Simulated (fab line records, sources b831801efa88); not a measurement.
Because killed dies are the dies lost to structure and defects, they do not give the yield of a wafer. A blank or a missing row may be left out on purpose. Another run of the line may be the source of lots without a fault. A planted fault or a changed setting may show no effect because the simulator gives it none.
What tool caused it? || flow sky130 || Sampling: 10 lots, 30 wafers, 5 of 708 route steps

## WHAT THE GAUGES SHOWED, per wafer
SKY_CAP2M_THK_MEAS_01. Usual: CAP2M_CVD_00_THK gives 15.44 nm (standard deviation 0.2).
{"lot": "L261", "measured": "day 40 19:44", "on": "filmMetro-02", "CAP2M_CVD_00_THK (nm)": "15.13 15.37 15.47", "flag": ""}
{"lot": "L265", "measured": "day 41 14:31", "on": "filmMetro-01", "CAP2M_CVD_00_THK (nm)": "15.12 15.42 15.70", "flag": ""}
{"lot": "L268", "measured": "day 42 13:52", "on": "filmMetro-04", "CAP2M_CVD_00_THK (nm)": "15.25 15.47 15.45", "flag": ""}
{"lot": "L269", "measured": "day 42 15:05", "on": "filmMetro-04", "CAP2M_CVD_00_THK (nm)": "15.39 15.61 15.65", "flag": ""}
{"lot": "L271", "measured": "day 43 04:01", "on": "filmMetro-04", "CAP2M_CVD_00_THK (nm)": "15.12 15.19 15.41", "flag": ""}
{"lot": "L272", "measured": "day 43 11:35", "on": "filmMetro-04", "CAP2M_CVD_00_THK (nm)": "15.53 15.60 15.61", "flag": ""}
{"lot": "L279", "measured": "day 45 02:22", "on": "filmMetro-01", "CAP2M_CVD_00_THK (nm)": "15.29 15.66 15.61", "flag": ""}
{"lot": "L281", "measured": "day 45 17:20", "on": "filmMetro-02", "CAP2M_CVD_00_THK (nm)": "13.74 13.70 15.55", "flag": "OFF"}
{"lot": "L282", "measured": "day 45 22:53", "on": "filmMetro-04", "CAP2M_CVD_00_THK (nm)": "15.55 15.45 15.73", "flag": ""}
{"lot": "L283", "measured": "day 46 07:19", "on": "filmMetro-01", "CAP2M_CVD_00_THK (nm)": "13.86 13.70 15.74", "flag": "OFF"}

## WHAT TOOL EACH LOT RAN ON (gives the tool, then ch and the chambers of the sampled wafers, and finally the start)
{"lot": "L261", "SKY_METAL3_STRIP_19": "plasmaAsher-03 ch 0,1, day 39 16:40", "SKY_VIA3_STRIP_16": "plasmaAsher-04 ch 0,1, day 40 17:58", "SKY_METAL4_SPUTTER_01": "pvdSputter-01, day 40 19:34", "SKY_CAP2M_CVD_00": "pecvd-04 ch 0,1,2, day 40 19:41"}
{"lot": "L265", "SKY_METAL3_STRIP_19": "plasmaAsher-02 ch 0,1, day 40 11:25", "SKY_VIA3_STRIP_16": "plasmaAsher-04 ch 0,1, day 41 13:05", "SKY_METAL4_SPUTTER_01": "pvdSputter-04, day 41 14:20", "SKY_CAP2M_CVD_00": "pecvd-04 ch 1,2, day 41 14:28"}
{"lot": "L268", "SKY_METAL3_STRIP_19": "plasmaAsher-04 ch 0, day 41 10:36", "SKY_VIA3_STRIP_16": "plasmaAsher-04 ch 0,1, day 42 12:23", "SKY_METAL4_SPUTTER_01": "pvdSputter-02, day 42 13:41", "SKY_CAP2M_CVD_00": "pecvd-03 ch 1,2, day 42 13:50"}
{"lot": "L269", "SKY_METAL3_STRIP_19": "plasmaAsher-02 ch 0,1, day 41 12:21", "SKY_VIA3_STRIP_16": "plasmaAsher-03 ch 0,1, day 42 13:32", "SKY_METAL4_SPUTTER_01": "pvdSputter-02, day 42 14:56", "SKY_CAP2M_CVD_00": "pecvd-02 ch 0,1,2, day 42 15:04"}
{"lot": "L271", "SKY_METAL3_STRIP_19": "plasmaAsher-02 ch 0,1, day 42 02:11", "SKY_VIA3_STRIP_16": "plasmaAsher-01 ch 1, day 43 02:34", "SKY_METAL4_SPUTTER_01": "pvdSputter-02, day 43 03:50", "SKY_CAP2M_CVD_00": "pecvd-04 ch 0,2, day 43 03:59"}
{"lot": "L272", "SKY_METAL3_STRIP_19": "plasmaAsher-03 ch 0,1, day 42 09:26", "SKY_VIA3_STRIP_16": "plasmaAsher-01 ch 0,1, day 43 10:10", "SKY_METAL4_SPUTTER_01": "pvdSputter-01, day 43 11:24", "SKY_CAP2M_CVD_00": "pecvd-03 ch 0,2, day 43 11:32"}
{"lot": "L279", "SKY_METAL3_STRIP_19": "plasmaAsher-03 ch 0,1, day 44 01:17", "SKY_VIA3_STRIP_16": "plasmaAsher-04 ch 0,1, day 45 00:55", "SKY_METAL4_SPUTTER_01": "pvdSputter-04, day 45 02:11", "SKY_CAP2M_CVD_00": "pecvd-02 ch 0,2, day 45 02:19"}
{"lot": "L281", "SKY_METAL3_STRIP_19": "plasmaAsher-04 ch 0,1, day 44 15:51", "SKY_VIA3_STRIP_16": "plasmaAsher-04 ch 0,1, day 45 15:34", "SKY_METAL4_SPUTTER_01": "pvdSputter-02, day 45 17:11", "SKY_CAP2M_CVD_00": "pecvd-02 ch 0,1, day 45 17:19"}
{"lot": "L282", "SKY_METAL3_STRIP_19": "plasmaAsher-04 ch 0,1, day 44 22:10", "SKY_VIA3_STRIP_16": "plasmaAsher-01 ch 0,1, day 45 21:28", "SKY_METAL4_SPUTTER_01": "pvdSputter-04, day 45 22:42", "SKY_CAP2M_CVD_00": "pecvd-03 ch 0,1,2, day 45 22:50"}
{"lot": "L283", "SKY_METAL3_STRIP_19": "plasmaAsher-02 ch 0,1, day 45 05:45", "SKY_VIA3_STRIP_16": "plasmaAsher-03 ch 0,1, day 46 05:53", "SKY_METAL4_SPUTTER_01": "pvdSputter-02, day 46 07:10", "SKY_CAP2M_CVD_00": "pecvd-02 ch 1,2, day 46 07:18"}
- SKY_METAL3_STRIP_19: strips in O2/N2.
- SKY_VIA3_STRIP_16: strips in O2/N2.
- SKY_METAL4_SPUTTER_01: material TiN, target thk 20 nm, time 16.7 s.
- SKY_CAP2M_CVD_00: deposits SiO2, target thk 15.5 nm.

## AS READ BY THE TOOLS THEMSELVES (means over the sampled wafers that have a number; for cases with no such wafer, the mark the record gives instead)
SKY_METAL3_STRIP_19. Usual: drypumpMotorCurrentA 5.7 A, standard deviation 0.36; oesProductAu 0.502 a.u., standard deviation 0.0058; stripTimeToEndpointS 6.52 s, standard deviation 0.071.
{"lot": "L261", "tool": "plasmaAsher-03", "drypumpMotorCurrentA (A)": 5.8, "oesProductAu (a.u.)": 0.497, "stripTimeToEndpointS (s)": 6.47, "flag": ""}
{"lot": "L265", "tool": "plasmaAsher-02", "drypumpMotorCurrentA (A)": 6.0, "oesProductAu (a.u.)": 0.504, "stripTimeToEndpointS (s)": 6.54, "flag": ""}
{"lot": "L268", "tool": "plasmaAsher-04", "drypumpMotorCurrentA (A)": 5.3, "oesProductAu (a.u.)": 0.501, "stripTimeToEndpointS (s)": 6.50, "flag": ""}
{"lot": "L269", "tool": "plasmaAsher-02", "drypumpMotorCurrentA (A)": 5.6, "oesProductAu (a.u.)": 0.503, "stripTimeToEndpointS (s)": 6.60, "flag": ""}
{"lot": "L271", "tool": "plasmaAsher-02", "drypumpMotorCurrentA (A)": 6.0, "oesProductAu (a.u.)": 0.506, "stripTimeToEndpointS (s)": 6.56, "flag": ""}
{"lot": "L272", "tool": "plasmaAsher-03", "drypumpMotorCurrentA (A)": 5.9, "oesProductAu (a.u.)": 0.503, "stripTimeToEndpointS (s)": 6.54, "flag": ""}
{"lot": "L279", "tool": "plasmaAsher-03", "drypumpMotorCurrentA (A)": 5.8, "oesProductAu (a.u.)": 0.498, "stripTimeToEndpointS (s)": 6.50, "flag": ""}
{"lot": "L281", "tool": "plasmaAsher-04", "drypumpMotorCurrentA (A)": 5.5, "oesProductAu (a.u.)": 0.501, "stripTimeToEndpointS (s)": 6.53, "flag": ""}
{"lot": "L282", "tool": "plasmaAsher-04", "drypumpMotorCurrentA (A)": 5.6, "oesProductAu (a.u.)": 0.505, "stripTimeToEndpointS (s)": 6.48, "flag": ""}
{"lot": "L283", "tool": "plasmaAsher-02", "drypumpMotorCurrentA (A)": 5.6, "oesProductAu (a.u.)": 0.502, "stripTimeToEndpointS (s)": 6.55, "flag": ""}

SKY_VIA3_STRIP_16. Usual: drypumpMotorCurrentA 5.66 A, standard deviation 0.21; oesProductAu 0.401 a.u., standard deviation 0.0046; stripTimeToEndpointS 4.123 s, standard deviation 0.022.
{"lot": "L261", "tool": "plasmaAsher-04", "drypumpMotorCurrentA (A)": 5.42, "oesProductAu (a.u.)": 0.395, "stripTimeToEndpointS (s)": 4.083, "flag": ""}
{"lot": "L265", "tool": "plasmaAsher-04", "drypumpMotorCurrentA (A)": 5.54, "oesProductAu (a.u.)": 0.402, "stripTimeToEndpointS (s)": 4.130, "flag": ""}
{"lot": "L268", "tool": "plasmaAsher-04", "drypumpMotorCurrentA (A)": 5.43, "oesProductAu (a.u.)": 0.400, "stripTimeToEndpointS (s)": 4.129, "flag": ""}
{"lot": "L269", "tool": "plasmaAsher-03", "drypumpMotorCurrentA (A)": 5.88, "oesProductAu (a.u.)": 0.400, "stripTimeToEndpointS (s)": 4.115, "flag": ""}
{"lot": "L271", "tool": "plasmaAsher-01", "drypumpMotorCurrentA (A)": 5.73, "oesProductAu (a.u.)": 0.404, "stripTimeToEndpointS (s)": 4.137, "flag": ""}
{"lot": "L272", "tool": "plasmaAsher-01", "drypumpMotorCurrentA (A)": 5.76, "oesProductAu (a.u.)": 0.406, "stripTimeToEndpointS (s)": 4.126, "flag": ""}
{"lot": "L279", "tool": "plasmaAsher-04", "drypumpMotorCurrentA (A)": 5.52, "oesProductAu (a.u.)": 0.402, "stripTimeToEndpointS (s)": 4.123, "flag": ""}
{"lot": "L281", "tool": "plasmaAsher-04", "drypumpMotorCurrentA (A)": 5.55, "oesProductAu (a.u.)": 0.403, "stripTimeToEndpointS (s)": 4.131, "flag": ""}
{"lot": "L282", "tool": "plasmaAsher-01", "drypumpMotorCurrentA (A)": 5.75, "oesProductAu (a.u.)": 0.405, "stripTimeToEndpointS (s)": 4.128, "flag": ""}
{"lot": "L283", "tool": "plasmaAsher-03", "drypumpMotorCurrentA (A)": 5.78, "oesProductAu (a.u.)": 0.401, "stripTimeToEndpointS (s)": 4.111, "flag": ""}

SKY_METAL4_SPUTTER_01. Usual: 30.4 % for throttleValvePct, sd 1.2.
{"lot": "L261", "tool": "pvdSputter-01", "throttleValvePct (%)": 30.0, "flag": ""}
{"lot": "L265", "tool": "pvdSputter-04", "throttleValvePct (%)": 30.7, "flag": ""}
{"lot": "L268", "tool": "pvdSputter-02", "throttleValvePct (%)": 31.1, "flag": ""}
{"lot": "L269", "tool": "pvdSputter-02", "throttleValvePct (%)": 30.6, "flag": ""}
{"lot": "L271", "tool": "pvdSputter-02", "throttleValvePct (%)": 31.0, "flag": ""}
{"lot": "L272", "tool": "pvdSputter-01", "throttleValvePct (%)": 30.0, "flag": ""}
{"lot": "L279", "tool": "pvdSputter-04", "throttleValvePct (%)": 30.5, "flag": ""}
{"lot": "L281", "tool": "pvdSputter-02", "throttleValvePct (%)": 31.3, "flag": ""}
{"lot": "L282", "tool": "pvdSputter-04", "throttleValvePct (%)": 30.5, "flag": ""}
{"lot": "L283", "tool": "pvdSputter-02", "throttleValvePct (%)": 31.4, "flag": ""}

SKY_CAP2M_CVD_00. Usual: 716 W for heaterPowerW, sd 130.
{"lot": "L261", "tool": "pecvd-04", "heaterPowerW (W)": 769, "flag": ""}
{"lot": "L265", "tool": "pecvd-04", "heaterPowerW (W)": 864, "flag": ""}
{"lot": "L268", "tool": "pecvd-03", "heaterPowerW (W)": 562, "flag": ""}
{"lot": "L269", "tool": "pecvd-02", "heaterPowerW (W)": 725, "flag": ""}
{"lot": "L271", "tool": "pecvd-04", "heaterPowerW (W)": 834, "flag": ""}
{"lot": "L272", "tool": "pecvd-03", "heaterPowerW (W)": 632, "flag": ""}
{"lot": "L279", "tool": "pecvd-02", "heaterPowerW (W)": 744, "flag": ""}
{"lot": "L281", "tool": "pecvd-02", "heaterPowerW (W)": 655, "flag": ""}
{"lot": "L282", "tool": "pecvd-03", "heaterPowerW (W)": 590, "flag": ""}
{"lot": "L283", "tool": "pecvd-02", "heaterPowerW (W)": 670, "flag": ""}

## THE ANSWER, worked out from the rows above alone
Rule: a lot is off if the mean of its wafers that have a number lies more than 3 standard deviations from the usual mean. A lot without any number at a reading at which 4 lots or more have one is off too. The other lots that the step has rows for count as sound. Order of review: gauges by route order, followed by the tools' own readings, for which a lot's mean as printed above is used. The first step at which some lot is off is used, and at that step the reading that is off furthest; a lot without a number counts as furthest.
Off: at SKY_CAP2M_THK_MEAS_01 (CAP2M_CVD_00_THK), L281, L283.
A tool fits if, at a process step before that reading, it ran every lot that is off, and no sound lot after the first of them. The gauges at SKY_CAP2M_THK_MEAS_01 are tried like those tools. Can't be told from this: 2 tools fit, pvdSputter-02 at SKY_METAL4_SPUTTER_01, pecvd-02 at SKY_CAP2M_CVD_00.

## WHAT THE SIMULATOR HAD INSERTED
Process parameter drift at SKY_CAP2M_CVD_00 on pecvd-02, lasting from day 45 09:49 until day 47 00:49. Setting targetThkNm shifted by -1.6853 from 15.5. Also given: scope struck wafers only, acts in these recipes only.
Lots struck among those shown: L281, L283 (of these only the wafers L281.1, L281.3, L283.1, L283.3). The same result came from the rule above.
